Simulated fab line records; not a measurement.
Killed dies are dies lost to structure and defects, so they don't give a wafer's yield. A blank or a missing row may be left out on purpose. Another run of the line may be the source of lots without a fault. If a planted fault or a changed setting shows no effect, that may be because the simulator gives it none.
Split-lot experiment -- flow gf180mcu -- 23 wafers read from 5 lots, route of 602 steps

ABOUT THE SPLIT
At GF_NSD_EXPOSE_04 (exposes mask Nplus, target cd 400 nm), the setting dose_mj was moved away from the recipe's 140 on 8 of the 23 wafers read, by +1.9% to +4.8%. For the rest of the wafers, this setting stayed at what the recipe calls for.

FROM THE SPLIT TO THE READING: what the file shows between them, 2 steps
- GF_NSD_PEB_05
- GF_NSD_DEVELOP_06: develop time 61.4 s

THE READING
cd_nm at GF_NSD_CD_MEAS_07, given in nm (cd target 400 nm). Fault-free wafers of this fab line usually give 401 nm, standard deviation 3.1 nm.

wafer,"tool, chamber at the split",dose_mj as run,against the recipe,"cd_nm, nm",against lot-mates on the recipe
L074.1,"iline_stepper-01, 0",140,recipe,400,-
L074.2,"iline_stepper-01, 0",142.7,+1.9%,403,+2
L074.4,"iline_stepper-01, 0",142.7,+1.9%,403,+2
L074.5,"iline_stepper-01, 0",142.7,+1.9%,408,+7
L074.6,"iline_stepper-01, 0",140,recipe,402,-
L075.1,"iline_stepper-02, 0",146.7,+4.8%,410,+13
L075.3,"iline_stepper-02, 0",146.7,+4.8%,410,+13
L075.4,"iline_stepper-02, 0",140,recipe,398,-
L075.5,"iline_stepper-02, 0",140,recipe,396,-
L075.6,"iline_stepper-02, 0",140,recipe,397,-
L082.1,"iline_stepper-01, 0",144.5,+3.2%,414,+15
L082.2,"iline_stepper-01, 0",140,recipe,399,-
L082.3,"iline_stepper-01, 0",140,recipe,399,-
L082.5,"iline_stepper-01, 0",144.5,+3.2%,415,+16
L082.6,"iline_stepper-01, 0",144.5,+3.2%,410,+11
L083.2,"iline_stepper-01, 0",140,recipe,412,-
L083.3,"iline_stepper-01, 0",140,recipe,411,-
L083.4,"iline_stepper-01, 0",140,recipe,406,-
L083.5,"iline_stepper-01, 0",140,recipe,408,-
L083.6,"iline_stepper-01, 0",140,recipe,410,-
L084.1,"iline_stepper-02, 0",140,recipe,401,-
L084.2,"iline_stepper-02, 0",140,recipe,402,-
L084.4,"iline_stepper-02, 0",140,recipe,402,-

THE FIT
A straight line over all 23 wafers: cd_nm changes by +2.01 nm for each +1% of dose_mj; r = +0.58; the points scatter about the line by 4.8 nm.
The same after taking each lot's own level away (the mean of its wafers on the recipe; 23 wafers): +3.2 nm for each +1%; r = +0.91; scatter 2.5 nm.
According to that fit, moving dose_mj by its largest amount changes the reading by 15 nm.
The lots' own levels span 397.0 to 409.4 nm, that is 4.0 times the standard deviation above.
So the lot-to-lot level blurs the effect unless lot-mates are compared.
Check: +16.1 nm against its lot-mates is what the line predicts for one of the wafers moved furthest among these (+4.8%) when that wafer is left out of the fit. Against them it came out at +13 nm.

FURTHER SPLITS ON THESE WAFERS
These wafers also went through other splits before the reading. Each is held against what the fit with the lots' levels taken away leaves over:
other split on the same wafers,wafers away from the commonest value,r with cd_nm (lot level and that fit taken away)
GF_DUAL_GATE_STRIP_13 power_w,5,-0.18
GF_HV_LDD_EXPOSE_04 dose_mj,11,+0.40
GF_HV_LDD_COAT_14 resist_thk_nm,10,+0.31
GF_HV_LDD_STRIP_22 platen_temp_c,5,-0.36
GF_HV_LDD_COAT_41 resist_thk_nm,6,-0.28
GF_NSD_COAT_02 resist_thk_nm,6,-0.73

THE WHOLE CHAIN: every reading that the file lists as answering this split, in the file's order
step,what it does,reading,change (the file's fit),r (the file's)
GF_NSD_DEVELOP_06,develop time 61.4 s,"NSD.cd_nm (the simulator's own value, which no gauge read)",+3.06 nm for each +1% of the setting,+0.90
GF_NSD_CD_MEAS_07,target cd 400 nm,cd_nm,+3.11 nm for each +1% of the setting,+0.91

FILE'S OWN FIT
cd_nm changes by +3.11 nm for each +1% of dose_mj, r = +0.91.
